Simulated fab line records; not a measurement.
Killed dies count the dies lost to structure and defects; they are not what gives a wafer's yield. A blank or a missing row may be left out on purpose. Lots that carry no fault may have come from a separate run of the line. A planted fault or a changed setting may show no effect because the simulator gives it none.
Which of the tools did it? | flow sky130 | 7 lots with 21 wafers sampled at 3 steps, on a route of 708 steps

## WHAT EACH GAUGE READ, for each wafer
SKY_VIA3_RS_MEAS_22: measures by four-point-probe.
lot  | measured     | on            | VIA3_W_RS (ohm/sq)
L420 | day 40 10:32 | film-metro-02 | 0.294 0.294 0.298
L422 | day 40 18:01 | film-metro-02 | 0.296 0.299 0.292
L425 | day 41 16:25 | film-metro-03 | 0.295 0.297 0.294
L431 | day 43 15:34 | film-metro-03 | 58.699 57.923 58.344
L437 | day 45 13:22 | film-metro-01 | 0.289 0.288 0.295
L439 | day 45 14:55 | film-metro-03 | 0.291 0.295 0.294
L441 | day 45 19:32 | film-metro-02 | 0.292 0.294 0.293

## WHAT TOOL EACH LOT RAN ON (gives the tool, then ch and the chambers of the sampled wafers, and finally the start)
lot  | SKY_METAL3_SPUTTER_00        | SKY_VIA3_CVD_21
L420 | pvd-sputter-01, day 37 01:42 | cvd-w-02 ch 0,1, day 40 10:23
L422 | pvd-sputter-02, day 37 10:26 | cvd-w-02 ch 0,1, day 40 17:53
L425 | pvd-sputter-03, day 38 09:37 | cvd-w-02 ch 0,1, day 41 16:17
L431 | pvd-sputter-02, day 40 13:39 | cvd-w-01 ch 0,1, day 43 15:26
L437 | pvd-sputter-02, day 42 14:52 | cvd-w-01 ch 0,1, day 45 13:15
L439 | pvd-sputter-01, day 42 15:48 | cvd-w-02 ch 0,1, day 45 14:47
L441 | pvd-sputter-03, day 42 21:35 | cvd-w-02 ch 0,1, day 45 19:25
- SKY_METAL3_SPUTTER_00: material Ti, target thk 15 nm, time 10 s.
- SKY_VIA3_CVD_21: deposits W, target thk 390 nm, time 117.31 s.

## THE ANSWER, worked out from the rows above alone
Rule: usual is defined by the lots themselves. The widest of any qualifying gaps counts: lots, ordered by their means at a reading, are off when they make up no more than a third of the lots, leave a main group of 4 or more, and stand apart from it by 3 or more times the standard deviation of that group's means. A main group whose means are all the same, to the digits that the tables above print for the reading, isn't used. Also off: a lot with no number at a reading for which 4 or more lots have one. The other lots that the step has rows for count as sound.
Off: at SKY_VIA3_RS_MEAS_22 (VIA3_W_RS), L431. For the main group the mean is 0.294 ohm/sq and the standard deviation 0.0018.
If a tool, at a process step before that reading, ran all the lots that are off and no sound lot after the first of them, it fits. The gauges at SKY_VIA3_RS_MEAS_22 are tried like those tools. No candidate that was tried fits.

## WHAT WAS PUT IN BY THE SIMULATOR
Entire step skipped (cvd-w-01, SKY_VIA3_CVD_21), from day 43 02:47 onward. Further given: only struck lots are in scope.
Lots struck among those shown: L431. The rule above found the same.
